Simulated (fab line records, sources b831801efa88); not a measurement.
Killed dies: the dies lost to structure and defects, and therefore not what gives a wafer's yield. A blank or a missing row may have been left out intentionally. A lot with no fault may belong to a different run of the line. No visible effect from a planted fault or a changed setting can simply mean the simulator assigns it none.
A sampling plan put to the test | flow gf180mcu | 58 faults told of in these records, all on one fab line, each judged by the records of the lots it struck
Plan = the line's own looks (route steps where a gauge or an inspection reads the wafer without altering it). Where struck wafers have a number at a look and the file lists that look's usual mean and standard deviation on fault-free wafers, the look can be judged. Caught: the struck wafers' mean, at a look after the fault's first step, is 4 or more of those standard deviations (sigma) away from the usual mean. On the tool: the same test on the tool's own readings at the fault's steps. Also counted as caught: the struck wafers showing another recipe, or a record that is empty for them alone.

## THE FAULTS, as the simulator had put them in
1. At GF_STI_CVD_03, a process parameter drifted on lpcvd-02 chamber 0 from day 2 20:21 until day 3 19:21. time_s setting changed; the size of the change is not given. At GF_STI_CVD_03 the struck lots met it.
2. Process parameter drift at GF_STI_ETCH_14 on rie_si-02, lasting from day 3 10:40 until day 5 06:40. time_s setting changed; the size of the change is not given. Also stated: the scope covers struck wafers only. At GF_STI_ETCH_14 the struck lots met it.
3. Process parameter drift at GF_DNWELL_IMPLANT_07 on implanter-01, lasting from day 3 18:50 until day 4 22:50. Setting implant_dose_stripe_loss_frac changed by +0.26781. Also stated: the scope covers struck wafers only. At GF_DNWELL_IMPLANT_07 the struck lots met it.
4. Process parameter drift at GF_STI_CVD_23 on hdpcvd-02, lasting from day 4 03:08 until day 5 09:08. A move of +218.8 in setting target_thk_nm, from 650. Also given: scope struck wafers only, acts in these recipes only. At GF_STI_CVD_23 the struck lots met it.
5. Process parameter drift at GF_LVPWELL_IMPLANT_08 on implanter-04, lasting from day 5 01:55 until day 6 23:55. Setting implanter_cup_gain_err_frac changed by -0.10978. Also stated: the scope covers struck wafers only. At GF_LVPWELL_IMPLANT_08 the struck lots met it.
6. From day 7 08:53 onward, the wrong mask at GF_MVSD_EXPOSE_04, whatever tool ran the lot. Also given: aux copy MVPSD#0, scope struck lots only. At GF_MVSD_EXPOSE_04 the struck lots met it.
7. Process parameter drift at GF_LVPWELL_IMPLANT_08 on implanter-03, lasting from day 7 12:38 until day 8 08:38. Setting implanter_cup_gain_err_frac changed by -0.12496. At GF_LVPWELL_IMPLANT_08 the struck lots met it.
8. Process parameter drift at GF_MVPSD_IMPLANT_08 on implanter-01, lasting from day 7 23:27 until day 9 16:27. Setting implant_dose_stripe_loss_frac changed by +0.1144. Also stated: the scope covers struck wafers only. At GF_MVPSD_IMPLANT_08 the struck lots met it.
9. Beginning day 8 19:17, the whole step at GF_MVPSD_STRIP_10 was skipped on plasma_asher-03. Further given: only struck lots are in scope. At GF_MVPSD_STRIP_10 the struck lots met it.
10. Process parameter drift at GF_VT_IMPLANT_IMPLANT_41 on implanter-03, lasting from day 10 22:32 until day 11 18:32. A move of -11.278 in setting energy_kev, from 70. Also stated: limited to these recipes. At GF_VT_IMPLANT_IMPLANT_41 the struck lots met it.
11. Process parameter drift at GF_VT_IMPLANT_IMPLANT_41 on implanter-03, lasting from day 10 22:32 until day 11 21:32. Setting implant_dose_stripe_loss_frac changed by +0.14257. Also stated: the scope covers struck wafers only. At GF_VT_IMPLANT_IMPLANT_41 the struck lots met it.
12. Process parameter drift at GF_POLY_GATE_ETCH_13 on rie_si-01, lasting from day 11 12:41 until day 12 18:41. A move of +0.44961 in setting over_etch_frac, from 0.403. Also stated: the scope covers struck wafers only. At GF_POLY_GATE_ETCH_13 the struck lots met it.
13. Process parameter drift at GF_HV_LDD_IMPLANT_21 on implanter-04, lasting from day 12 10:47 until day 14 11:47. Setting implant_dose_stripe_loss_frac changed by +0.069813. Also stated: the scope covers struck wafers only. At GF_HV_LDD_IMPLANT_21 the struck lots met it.
14. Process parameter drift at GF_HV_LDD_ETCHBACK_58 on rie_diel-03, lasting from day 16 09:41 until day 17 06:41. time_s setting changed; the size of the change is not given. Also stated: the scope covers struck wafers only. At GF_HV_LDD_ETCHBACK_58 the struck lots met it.
15. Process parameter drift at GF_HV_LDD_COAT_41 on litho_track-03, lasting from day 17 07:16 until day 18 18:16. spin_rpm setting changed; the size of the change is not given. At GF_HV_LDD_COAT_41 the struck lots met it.
16. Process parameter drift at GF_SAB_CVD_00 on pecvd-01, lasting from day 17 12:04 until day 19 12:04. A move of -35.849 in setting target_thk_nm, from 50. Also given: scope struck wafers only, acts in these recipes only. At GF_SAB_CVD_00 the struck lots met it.
17. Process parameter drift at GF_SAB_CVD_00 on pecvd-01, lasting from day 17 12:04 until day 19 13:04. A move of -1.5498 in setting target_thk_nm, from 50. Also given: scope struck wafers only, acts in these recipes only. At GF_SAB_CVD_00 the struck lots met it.
18. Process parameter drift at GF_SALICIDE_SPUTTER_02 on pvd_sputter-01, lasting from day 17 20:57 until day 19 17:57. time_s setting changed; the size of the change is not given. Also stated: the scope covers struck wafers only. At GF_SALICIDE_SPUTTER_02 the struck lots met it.
19. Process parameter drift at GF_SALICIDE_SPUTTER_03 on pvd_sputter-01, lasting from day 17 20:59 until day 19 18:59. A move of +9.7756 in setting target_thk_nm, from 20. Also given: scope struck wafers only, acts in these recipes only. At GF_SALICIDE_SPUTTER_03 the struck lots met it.
20. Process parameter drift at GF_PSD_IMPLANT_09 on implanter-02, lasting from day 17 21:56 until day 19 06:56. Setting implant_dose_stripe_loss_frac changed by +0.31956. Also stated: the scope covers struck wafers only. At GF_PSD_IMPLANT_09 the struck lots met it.
21. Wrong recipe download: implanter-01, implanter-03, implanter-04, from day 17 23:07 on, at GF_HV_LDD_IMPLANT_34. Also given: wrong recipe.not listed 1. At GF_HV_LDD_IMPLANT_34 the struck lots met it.
22. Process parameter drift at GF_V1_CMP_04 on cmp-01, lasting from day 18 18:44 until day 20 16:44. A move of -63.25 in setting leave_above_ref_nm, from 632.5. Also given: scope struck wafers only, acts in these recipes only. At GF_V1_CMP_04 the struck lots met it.
23. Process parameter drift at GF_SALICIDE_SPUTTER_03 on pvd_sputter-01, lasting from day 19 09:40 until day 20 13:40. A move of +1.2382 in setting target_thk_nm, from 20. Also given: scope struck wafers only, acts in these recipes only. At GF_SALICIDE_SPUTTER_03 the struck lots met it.
24. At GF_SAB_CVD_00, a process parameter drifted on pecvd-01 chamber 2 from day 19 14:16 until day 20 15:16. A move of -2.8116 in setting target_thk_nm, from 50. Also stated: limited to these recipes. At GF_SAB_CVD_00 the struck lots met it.
25. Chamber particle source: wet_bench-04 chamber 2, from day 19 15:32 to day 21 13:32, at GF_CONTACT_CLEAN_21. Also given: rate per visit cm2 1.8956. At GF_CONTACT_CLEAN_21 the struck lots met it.
26. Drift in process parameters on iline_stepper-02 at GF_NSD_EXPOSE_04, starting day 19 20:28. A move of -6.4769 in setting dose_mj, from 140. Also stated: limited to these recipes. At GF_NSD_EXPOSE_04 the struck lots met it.
27. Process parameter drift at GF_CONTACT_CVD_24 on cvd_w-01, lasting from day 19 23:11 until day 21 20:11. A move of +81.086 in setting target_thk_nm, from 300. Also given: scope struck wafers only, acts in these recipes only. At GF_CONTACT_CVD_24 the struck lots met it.
28. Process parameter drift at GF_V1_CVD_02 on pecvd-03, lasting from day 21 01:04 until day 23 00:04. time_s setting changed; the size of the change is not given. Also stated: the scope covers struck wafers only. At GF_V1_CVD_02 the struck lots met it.
29. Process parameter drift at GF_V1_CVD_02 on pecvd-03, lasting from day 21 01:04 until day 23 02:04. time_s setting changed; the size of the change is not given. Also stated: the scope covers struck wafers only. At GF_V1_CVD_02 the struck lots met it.
30. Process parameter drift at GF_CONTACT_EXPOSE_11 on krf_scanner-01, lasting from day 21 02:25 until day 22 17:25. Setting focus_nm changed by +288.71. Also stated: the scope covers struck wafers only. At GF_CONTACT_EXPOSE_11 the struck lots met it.
31. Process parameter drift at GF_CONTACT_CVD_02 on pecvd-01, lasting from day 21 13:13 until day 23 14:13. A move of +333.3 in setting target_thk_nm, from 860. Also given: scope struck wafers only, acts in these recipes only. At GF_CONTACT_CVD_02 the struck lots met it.
32. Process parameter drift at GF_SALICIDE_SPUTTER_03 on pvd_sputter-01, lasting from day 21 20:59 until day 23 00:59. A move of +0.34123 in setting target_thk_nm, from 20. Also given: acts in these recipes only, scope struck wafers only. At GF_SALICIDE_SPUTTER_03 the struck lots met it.
33. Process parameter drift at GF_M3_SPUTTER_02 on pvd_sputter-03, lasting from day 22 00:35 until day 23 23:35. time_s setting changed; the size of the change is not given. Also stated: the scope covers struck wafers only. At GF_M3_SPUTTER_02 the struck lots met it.
34. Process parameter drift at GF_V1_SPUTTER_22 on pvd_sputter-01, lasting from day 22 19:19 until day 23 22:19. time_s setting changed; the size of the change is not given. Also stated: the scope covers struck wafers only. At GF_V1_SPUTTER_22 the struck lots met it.
35. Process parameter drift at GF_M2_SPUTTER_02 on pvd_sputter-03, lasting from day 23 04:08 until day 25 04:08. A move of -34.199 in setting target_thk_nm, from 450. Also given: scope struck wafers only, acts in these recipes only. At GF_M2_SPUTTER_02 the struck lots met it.
36. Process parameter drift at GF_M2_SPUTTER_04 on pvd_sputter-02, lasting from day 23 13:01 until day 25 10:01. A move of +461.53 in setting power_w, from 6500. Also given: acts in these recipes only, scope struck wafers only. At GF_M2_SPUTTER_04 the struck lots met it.
37. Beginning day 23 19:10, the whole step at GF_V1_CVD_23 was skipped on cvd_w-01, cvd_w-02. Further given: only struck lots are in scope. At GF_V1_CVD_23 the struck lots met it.
38. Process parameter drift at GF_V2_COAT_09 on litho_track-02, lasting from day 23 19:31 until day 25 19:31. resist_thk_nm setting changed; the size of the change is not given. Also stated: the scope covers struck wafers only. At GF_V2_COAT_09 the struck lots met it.
39. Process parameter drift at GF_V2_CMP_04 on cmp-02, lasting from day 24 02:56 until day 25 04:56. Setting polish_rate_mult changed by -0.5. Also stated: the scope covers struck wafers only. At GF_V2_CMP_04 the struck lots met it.
40. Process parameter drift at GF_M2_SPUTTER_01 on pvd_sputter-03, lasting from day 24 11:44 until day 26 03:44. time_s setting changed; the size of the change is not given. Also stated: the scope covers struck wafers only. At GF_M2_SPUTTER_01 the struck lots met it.
41. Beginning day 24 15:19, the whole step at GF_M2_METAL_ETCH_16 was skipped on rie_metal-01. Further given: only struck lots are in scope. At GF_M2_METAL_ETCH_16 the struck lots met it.
42. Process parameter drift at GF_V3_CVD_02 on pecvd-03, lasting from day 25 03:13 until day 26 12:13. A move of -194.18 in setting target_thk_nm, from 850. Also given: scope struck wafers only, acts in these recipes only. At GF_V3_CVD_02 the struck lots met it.
43. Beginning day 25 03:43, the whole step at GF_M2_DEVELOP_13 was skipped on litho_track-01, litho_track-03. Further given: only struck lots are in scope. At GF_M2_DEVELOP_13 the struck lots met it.
44. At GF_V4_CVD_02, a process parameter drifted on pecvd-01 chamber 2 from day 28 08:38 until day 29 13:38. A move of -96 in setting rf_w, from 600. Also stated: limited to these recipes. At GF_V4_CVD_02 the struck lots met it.
45. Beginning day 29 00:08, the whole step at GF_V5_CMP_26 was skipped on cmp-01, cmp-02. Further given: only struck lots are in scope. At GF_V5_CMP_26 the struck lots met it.
46. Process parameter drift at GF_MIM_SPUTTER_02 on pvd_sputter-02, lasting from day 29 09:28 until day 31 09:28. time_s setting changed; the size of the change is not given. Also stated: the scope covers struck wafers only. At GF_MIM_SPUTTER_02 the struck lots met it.
47. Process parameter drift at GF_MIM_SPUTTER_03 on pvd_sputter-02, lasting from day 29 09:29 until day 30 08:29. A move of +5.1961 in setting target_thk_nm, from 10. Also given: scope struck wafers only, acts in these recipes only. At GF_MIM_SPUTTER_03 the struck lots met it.
48. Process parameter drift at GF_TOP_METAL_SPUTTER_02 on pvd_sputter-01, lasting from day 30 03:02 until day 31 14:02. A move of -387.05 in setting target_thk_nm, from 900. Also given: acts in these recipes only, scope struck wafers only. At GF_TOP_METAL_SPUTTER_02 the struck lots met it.
49. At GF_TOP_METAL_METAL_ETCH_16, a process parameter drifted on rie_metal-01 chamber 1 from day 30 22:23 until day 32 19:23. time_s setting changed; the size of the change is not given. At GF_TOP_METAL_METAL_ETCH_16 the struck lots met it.
50. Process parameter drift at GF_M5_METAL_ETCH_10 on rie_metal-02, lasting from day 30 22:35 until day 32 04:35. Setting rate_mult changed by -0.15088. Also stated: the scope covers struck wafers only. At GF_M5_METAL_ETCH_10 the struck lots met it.
51. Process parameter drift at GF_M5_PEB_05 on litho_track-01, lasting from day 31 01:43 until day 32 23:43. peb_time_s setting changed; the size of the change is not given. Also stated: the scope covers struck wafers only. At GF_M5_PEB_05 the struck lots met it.
52. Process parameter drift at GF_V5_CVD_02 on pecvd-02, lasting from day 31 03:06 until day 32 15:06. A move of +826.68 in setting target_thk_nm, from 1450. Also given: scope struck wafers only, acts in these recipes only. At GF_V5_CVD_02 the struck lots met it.
53. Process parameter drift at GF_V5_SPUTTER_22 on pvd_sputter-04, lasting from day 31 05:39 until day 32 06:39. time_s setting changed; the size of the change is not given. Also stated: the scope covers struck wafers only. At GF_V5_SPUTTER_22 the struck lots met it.
54. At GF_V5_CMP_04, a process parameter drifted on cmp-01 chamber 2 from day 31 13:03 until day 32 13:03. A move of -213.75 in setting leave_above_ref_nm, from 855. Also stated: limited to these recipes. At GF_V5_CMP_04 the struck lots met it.
55. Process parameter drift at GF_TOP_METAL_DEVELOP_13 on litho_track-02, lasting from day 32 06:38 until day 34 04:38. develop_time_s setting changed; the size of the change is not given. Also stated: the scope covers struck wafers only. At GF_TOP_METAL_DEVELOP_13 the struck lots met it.
56. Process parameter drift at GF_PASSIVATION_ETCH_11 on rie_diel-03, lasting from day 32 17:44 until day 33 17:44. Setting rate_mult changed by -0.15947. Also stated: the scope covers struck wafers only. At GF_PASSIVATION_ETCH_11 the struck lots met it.
57. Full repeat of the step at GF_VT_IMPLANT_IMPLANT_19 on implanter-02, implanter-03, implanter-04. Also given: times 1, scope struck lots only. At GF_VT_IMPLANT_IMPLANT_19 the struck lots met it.
58. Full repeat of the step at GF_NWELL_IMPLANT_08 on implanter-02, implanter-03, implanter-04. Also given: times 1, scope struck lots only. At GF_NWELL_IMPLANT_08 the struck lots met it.

## WHAT THE PLAN SAW
fault | on the tool itself                               | first look that catches it                      | reading, sigma                                               | median hours from its first step to that look | hours from the fault's start to the first struck lot there | judged looks passed uncaught
1     | no reading that can be judged                    | GF_STI_THK_MEAS_04                              | STI_CVD_03_THK +17                                           | 2.0                                           | 4                                                          | 0
2     | run_length_s -99 or beyond sigma                 | none of the 2 looks that can be judged after it | -                                                            | -                                             | -                                                          | 2
3     | under 2 sigma                                    | none of the 5 looks that can be judged after it | -                                                            | -                                             | -                                                          | 5
4     | no reading that can be judged                    | GF_STI_THK_MEAS_24                              | STI_CVD_23_THK +29                                           | 0.1                                           | 5                                                          | 0
5     | beam_on_s +5.8 sigma                             | GF_VT_IMPLANT_RS_MEAS_48                        | LVPWELL_RS -21                                               | 103.5                                         | 146                                                        | 1
6     | under 2 sigma                                    | GF_MVSD_TW_MEAS_11                              | MVSD_TW -99 or beyond                                        | 8.4                                           | 12                                                         | 0
7     | beam_on_s +8.3 sigma                             | GF_VT_IMPLANT_RS_MEAS_48                        | LVPWELL_RS -23                                               | 108.5                                         | 111                                                        | 1
8     | under 2 sigma                                    | none of the 2 looks that can be judged after it | strongest: MVPSD_RS at GF_VT_IMPLANT_RS_MEAS_49, +3.5        | -                                             | -                                                          | 2
9     | the tool's record is blank for the struck wafers | GF_VT_IMPLANT_TW_MEAS_10                        | VT_IMPLANT_TW -99 or beyond                                  | 17.1                                          | 18                                                         | 1
10    | beam_energy_keV -99 or beyond sigma              | GF_VT_IMPLANT_TW_MEAS_43                        | VT_IMPLANT_4_TW -8.1                                         | 0.2                                           | 4                                                          | 0
11    | no reading that can be judged                    | GF_VT_IMPLANT_TW_MEAS_43                        | VT_IMPLANT_4_TW -4.7                                         | 0.2                                           | 4                                                          | 0
12    | oes_product_au -21 sigma                         | no look after it can be judged                  | -                                                            | -                                             | -                                                          | 0
13    | under 2 sigma                                    | none of the 7 looks that can be judged after it | -                                                            | -                                             | -                                                          | 7
14    | run_length_s -41 sigma                           | not the one look that can be judged after it    | -                                                            | -                                             | -                                                          | 1
15    | spin_speed_rpm +99 or beyond sigma               | no look after it can be judged                  | -                                                            | -                                             | -                                                          | 0
16    | under 2 sigma                                    | GF_SAB_THK_MEAS_01                              | SAB_CVD_00_THK -51                                           | 0.0                                           | 19                                                         | 0
17    | under 2 sigma                                    | none of the 2 looks that can be judged after it | strongest: SAB_CVD_00_THK at GF_SAB_THK_MEAS_01, -3.2        | -                                             | -                                                          | 2
18    | under 2 sigma                                    | none of the 3 looks that can be judged after it | strongest: SALICIDE_TIN_RS at GF_SALICIDE_RS_MEAS_04, +3.5   | -                                             | -                                                          | 3
19    | under 2 sigma                                    | GF_SALICIDE_RS_MEAS_04                          | SALICIDE_TIN_RS -9.4                                         | 0.0                                           | 13                                                         | 0
20    | no reading that can be judged                    | GF_PSD_TW_MEAS_11                               | PSD_TW -9.8                                                  | 0.2                                           | 19                                                         | 0
21    | no reading that can be judged                    | GF_HV_LDD_TW_MEAS_38                            | HV_LDD_3_TW +13                                              | 0.5                                           | 5                                                          | 0
22    | only faintly: time_to_endpoint_s +3.8 sigma      | not the one look that can be judged after it    | -                                                            | -                                             | -                                                          | 1
23    | under 2 sigma                                    | not the one look that can be judged after it    | strongest: SALICIDE_TIN_THK at GF_SALICIDE_THK_MEAS_05, +3.9 | -                                             | -                                                          | 1
24    | under 2 sigma                                    | not the one look that can be judged after it    | strongest: SAB_CVD_00_THK at GF_SAB_THK_MEAS_01, -3.8        | -                                             | -                                                          | 1
25    | no reading that can be judged                    | not the one look that can be judged after it    | -                                                            | -                                             | -                                                          | 1
26    | exposure_dose_mJ_cm2 -49 sigma                   | GF_NSD_CD_MEAS_07                               | cd_nm -6.2                                                   | 11.8                                          | 23                                                         | 0
27    | under 2 sigma                                    | GF_CONTACT_RS_MEAS_25                           | CONTACT_W_RS -19                                             | 0.1                                           | 11                                                         | 0
28    | run_length_s +8.9 sigma                          | none of the 2 looks that can be judged after it | strongest: V1_CVD_02_THK at GF_V1_THK_MEAS_03, +2.7          | -                                             | -                                                          | 2
29    | run_length_s -37 sigma                           | GF_V1_THK_MEAS_03                               | V1_CVD_02_THK -14                                            | 0.1                                           | 38                                                         | 0
30    | under 2 sigma                                    | GF_CONTACT_CD_MEAS_14                           | cd_nm -6.6                                                   | 12.4                                          | 17                                                         | 0
31    | under 2 sigma                                    | GF_CONTACT_THK_MEAS_03                          | CONTACT_CVD_02_THK +31                                       | 0.1                                           | 39                                                         | 0
32    | under 2 sigma                                    | not the one look that can be judged after it    | -                                                            | -                                             | -                                                          | 1
33    | under 2 sigma                                    | GF_M3_RS_MEAS_05                                | M3_ALCU_RS +7.7                                              | 0.1                                           | 15                                                         | 0
34    | under 2 sigma                                    | no look after it can be judged                  | -                                                            | -                                             | -                                                          | 0
35    | under 2 sigma                                    | GF_M2_RS_MEAS_05                                | M2_ALCU_RS +5.1                                              | 0.2                                           | 11                                                         | 0
36    | cathode_dc_power_W +99 or beyond sigma           | none of the 7 looks that can be judged after it | -                                                            | -                                             | -                                                          | 7
37    | the tool's record is blank for the struck wafers | GF_V1_RS_MEAS_24                                | V1_W_RS +99 or beyond                                        | 0.1                                           | 2                                                          | 0
38    | under 2 sigma                                    | none of the 3 looks that can be judged after it | -                                                            | -                                             | -                                                          | 3
39    | only faintly: time_to_endpoint_s +3.0 sigma      | none of the 5 looks that can be judged after it | -                                                            | -                                             | -                                                          | 5
40    | under 2 sigma                                    | none of the 8 looks that can be judged after it | -                                                            | -                                             | -                                                          | 8
41    | the tool's record is blank for the struck wafers | no look after it can be judged                  | -                                                            | -                                             | -                                                          | 0
42    | under 2 sigma                                    | GF_V3_THK_MEAS_03                               | V3_CVD_02_THK -16                                            | 0.1                                           | 19                                                         | 0
43    | no reading that can be judged                    | no look after it can be judged                  | -                                                            | -                                             | -                                                          | 0
44    | rf_fwd_power_W -44 sigma                         | not the one look that can be judged after it    | strongest: V4_CVD_02_THK at GF_V4_THK_MEAS_03, -3.2          | -                                             | -                                                          | 1
45    | the tool's record is blank for the struck wafers | no look after it can be judged                  | -                                                            | -                                             | -                                                          | 0
46    | under 2 sigma                                    | no look after it can be judged                  | -                                                            | -                                             | -                                                          | 0
47    | under 2 sigma                                    | no look after it can be judged                  | -                                                            | -                                             | -                                                          | 0
48    | under 2 sigma                                    | GF_TOP_METAL_RS_MEAS_05                         | TOP_METAL_ALCU_RS +64                                        | 0.1                                           | 15                                                         | 0
49    | run_length_s +7.1 sigma                          | no look after it can be judged                  | -                                                            | -                                             | -                                                          | 0
50    | oes_product_au -11 sigma                         | no look after it can be judged                  | -                                                            | -                                             | -                                                          | 0
51    | no reading that can be judged                    | none of the 2 looks that can be judged after it | -                                                            | -                                             | -                                                          | 2
52    | under 2 sigma                                    | GF_V5_THK_MEAS_03                               | V5_CVD_02_THK +45                                            | 0.1                                           | 2                                                          | 0
53    | under 2 sigma                                    | no look after it can be judged                  | -                                                            | -                                             | -                                                          | 0
54    | under 2 sigma                                    | not the one look that can be judged after it    | -                                                            | -                                             | -                                                          | 1
55    | under 2 sigma                                    | GF_TOP_METAL_CD_MEAS_14                         | cd_nm +9.2                                                   | 0.2                                           | 8                                                          | 0
56    | oes_product_au -12 sigma                         | no look after it can be judged                  | -                                                            | -                                             | -                                                          | 0
57    | under 2 sigma                                    | GF_VT_IMPLANT_TW_MEAS_21                        | VT_IMPLANT_2_TW +48                                          | 0.6                                           | -                                                          | 0
58    | under 2 sigma                                    | GF_NWELL_TW_MEAS_11                             | NWELL_TW +29                                                 | 0.7                                           | -                                                          | 0
A dash: the fault is not caught, or the number is missing from these records.

Caught at a look: 26 of 58. Caught on the tool: 19 of 58. By one or the other: 38 of 58.
Faults 2, 12, 14, 15, 28, 36, 41, 44, 45, 49, 50, 56 were caught on the tool alone.
Caught at a look alone: faults 1, 4, 6, 11, 16, 19, 20, 21, 27, 30, 31, 33, 35, 42, 48, 52, 55, 57, 58.
Caught by neither: faults 3, 8, 13, 17, 18, 22, 23, 24, 25, 32, 34, 38, 39, 40, 43, 46, 47, 51, 53, 54.

## THINNER SAMPLING
In the worst case, this is how late the first struck lot would be measured if the look that catches a fault measured only every second or every third lot, by lot number:
fault | struck lots at that look, in order of time | every lot | every second lot | every third lot
1     | L743, L745, L746                           | 4 h       | 20 h             | may miss all 3
4     | L522, L525                                 | 5 h       | 25 h             | may miss all 2
5     | L791                                       | 146 h     | may miss it      | may miss it
6     | L342                                       | 12 h      | may miss it      | may miss it
7     | L638, L640                                 | 111 h     | may miss all 2   | may miss all 2
9     | L513, L514                                 | 18 h      | 24 h             | may miss all 2
10    | L556, L555, L557                           | 4 h       | 5 h              | 14 h
11    | L902, L901, L903                           | 4 h       | 5 h              | 14 h
16    | L676, L679, L680                           | 19 h      | 29 h             | may miss all 3
19    | L164, L166                                 | 13 h      | may miss all 2   | may miss all 2
20    | L107, L106                                 | 19 h      | 27 h             | may miss all 2
21    | L250, L251                                 | 5 h       | 16 h             | may miss all 2
26    | L336, L337                                 | 23 h      | 32 h             | may miss all 2
27    | L780, L781, L784                           | 11 h      | 15 h             | may miss all 3
29    | L246                                       | 38 h      | may miss it      | may miss it
30    | L209, L211                                 | 17 h      | may miss all 2   | may miss all 2
31    | L356, L357                                 | 39 h      | 43 h             | may miss all 2
33    | L775                                       | 15 h      | may miss it      | may miss it
35    | L818, L820                                 | 11 h      | may miss all 2   | may miss all 2
37    | L598, L599, L600                           | 2 h       | 7 h              | 14 h
42    | L103                                       | 19 h      | may miss it      | may miss it
48    | L981, L984                                 | 15 h      | 25 h             | may miss all 2
52    | L837, L840                                 | 2 h       | 19 h             | may miss all 2
55    | L116                                       | 8 h       | may miss it      | may miss it
The hour figures run from when the fault began to the first measured lot among those it struck. 4 sigma limit: tested on the pooled struck wafers, so a lone lot may be under it. Other struck lots may not be in these records.

## THE LONGEST TIMED WAY FROM STEP TO LOOK
Fault 7: a median of 108.5 hours passes between GF_LVPWELL_IMPLANT_08 and GF_VT_IMPLANT_RS_MEAS_48. The look between them that can be judged stayed within 4 sigma: GF_LVPWELL_TW_MEAS_11.
